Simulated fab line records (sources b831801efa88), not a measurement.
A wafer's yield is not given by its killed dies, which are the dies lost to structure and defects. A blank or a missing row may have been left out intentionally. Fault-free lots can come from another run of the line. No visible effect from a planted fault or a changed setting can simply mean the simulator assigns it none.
A lot that was struck, set against a sound lot | flow sfq_line | 24 out of 325 route steps
Sound: these wafers, L222.2, L222.5, L222.6. Wafers L233.3, L233.4, L233.5 were the ones struck. At the end, the cause is stated.
Per side, at each step with rows, come the tool, then ch with its chambers, and then its first start. Under that, the readings that differ: sound wafers | struck wafers | difference of the means | sigmas: that difference in standard deviations of wafers without a fault.
alike: words and numbers the same on both sides, and readings whose means are apart by under 2 such deviations; not compared: readings that were withheld, readings missing a value for some wafer, numbers with overlapping values and no deviation given by the record, and bounds like >300 which may hide the same value.
Wherever a step has rows on one side only, a row that says differs or no value, or a row with sigmas, the two part there. Non-overlapping numbers with no deviation appear without sigmas and do not part them. A reading missing from all wafers of one side parts the sides only when that side holds two or more wafers.

first, 6 steps without rows for these wafers: SFQ_TRILAYER_I0_VIA_LITHO_COAT_036 (resist thk 62 nm); SFQ_TRILAYER_I0_VIA_LITHO_COAT_031 (resist thk 650 nm); SFQ_TRILAYER_I0_VIA_LITHO_SOFTBAKE_035; SFQ_TRILAYER_I0_VIA_LITHO_EXPOSE_032 (exposes mask I0, target cd 500 nm); SFQ_TRILAYER_I0_VIA_LITHO_PEB_034 (peb time 60 s); SFQ_TRILAYER_I0_VIA_LITHO_DEVELOP_033 (time 60 s).
SFQ_I0_OVL_MEAS_908:
  sound: overlay-02 at day 17 19:19; struck: overlay-02 at day 25 01:55
  reading     | sound    | struck | difference | sigmas
  I0_OVL (nm) | 13 16 14 | 3 1 -1 | -13        | -2
SFQ_TRILAYER_I0_VIA_BARC_OPEN_VIA_ETCH_046: etches BARC in O2, target depth 125 nm, time 41.7 s.
  sound on rie_diel-02 ch 0,2,3, day 17 19:20; struck on rie_diel-03 ch 0,1,2, day 25 01:57
  alike: drypump_motor_current_A, oes_product_au
  not compared: rf_hours_counter_h
SFQ_TRILAYER_I0_VIA_ETCH_VIA_ETCH_034: etches SiO2 in CHF3, stops on Nb, target depth 260 nm.
  sound on rie_diel-02 ch 0,2,3, day 17 19:23; struck on rie_diel-03 ch 0,1,2, day 25 01:59
  alike: drypump_motor_current_A, oes_product_au
SFQ_TRILAYER_I0_VIA_STRIP_STRIP_035: strips in O2.
  sound on rie_metal-02 ch 0,1, day 17 19:29; struck on rie_metal-02 ch 0,1, day 25 02:18
  alike: drypump_motor_current_A, oes_product_au
  not compared: rf_hours_counter_h
then, 2 steps without rows for these wafers: SFQ_TRILAYER_I0_VIA_STRIP_SOLV_CLEAN_036 (cleans in NMP, time 600 s); SFQ_TRILAYER_M1_DEP_PRE_CLEAN_038 (time 22.5 s).
SFQ_TRILAYER_M1_DEP_SPUTTER_037: material Nb, target thk 200 nm, time 133.3 s.
  sound: pvd_sputter-04 at day 17 20:19; struck: pvd_sputter-05 at day 25 03:10
  alike: throttle_valve_pct
SFQ_M1_RS_MEAS_909: measures by four-point-probe.
  sound: film_metro-03 at day 17 20:25; struck: film_metro-01 at day 25 03:17
  reading           | sound             | struck            | difference | sigmas
  M1_NB_RS (ohm/sq) | 0.871 0.868 0.872 | 0.446 0.446 0.443 | -0.425     | -48
then, 6 steps without rows for these wafers: SFQ_TRILAYER_M1_LITHO_COAT_044 (resist thk 62 nm); SFQ_TRILAYER_M1_LITHO_COAT_039 (resist thk 600 nm); SFQ_TRILAYER_M1_LITHO_SOFTBAKE_043; SFQ_TRILAYER_M1_LITHO_EXPOSE_040 (exposes mask M1, target cd 500 nm); SFQ_TRILAYER_M1_LITHO_PEB_042 (peb time 60 s); SFQ_TRILAYER_M1_LITHO_DEVELOP_041 (time 60 s).
-- the record jumps here: 7 days lie between the struck wafers' starts before and after --
SFQ_M1_OVL_MEAS_911:
  sound: overlay-02 at day 24 13:55; struck: overlay-01 at day 32 01:41
  alike: M1_OVL
SFQ_TRILAYER_M1_BARC_OPEN_METAL_ETCH_054: etches BARC in O2, target depth 125 nm, time 41.7 s.
  sound on rie_metal-03 ch 0,1, day 24 13:57; struck on rie_metal-03 ch 0,1, day 32 01:44
  alike: drypump_motor_current_A, oes_product_au
  not compared: rf_hours_counter_h
SFQ_TRILAYER_M1_ETCH_METAL_ETCH_042: etches Nb in Cl2/Ar, stops on SiO2, target depth 240 nm, time 120 s.
  sound on rie_metal-03 ch 0,1, day 24 14:00; struck on rie_metal-03 ch 0,1, day 32 01:49
  reading                        | sound             | struck            | difference | sigmas
  oes_product_au (a.u.)          | 0.902 0.902 0.897 | 1.002 1.013 1.008 | +0.107     | +18
  model.etch.depth_nm (nm)       | 204.2 204.6 203.8 | 239.2 242.6 242.4 | +37.2      |
  model.M1.feature_depth_nm (nm) | 204.2 204.6 203.8 | 239.2 242.6 242.4 | +37.2      |
  alike: drypump_motor_current_A
  not compared: rf_hours_counter_h
SFQ_TRILAYER_M1_STRIP_STRIP_043: strips in O2.
  sound on rie_metal-03 ch 0,1, day 24 14:08; struck on rie_metal-03 ch 0,1, day 32 02:06
  alike: drypump_motor_current_A, oes_product_au
  not compared: rf_hours_counter_h

WHERE THEY PART
Last at SFQ_TRILAYER_M1_ETCH_METAL_ETCH_042 as far as this record goes, first at SFQ_I0_OVL_MEAS_908. Later steps at which nothing parts them and some readings are alike: SFQ_TRILAYER_M1_STRIP_STRIP_043.

WHY: what the simulator had put in
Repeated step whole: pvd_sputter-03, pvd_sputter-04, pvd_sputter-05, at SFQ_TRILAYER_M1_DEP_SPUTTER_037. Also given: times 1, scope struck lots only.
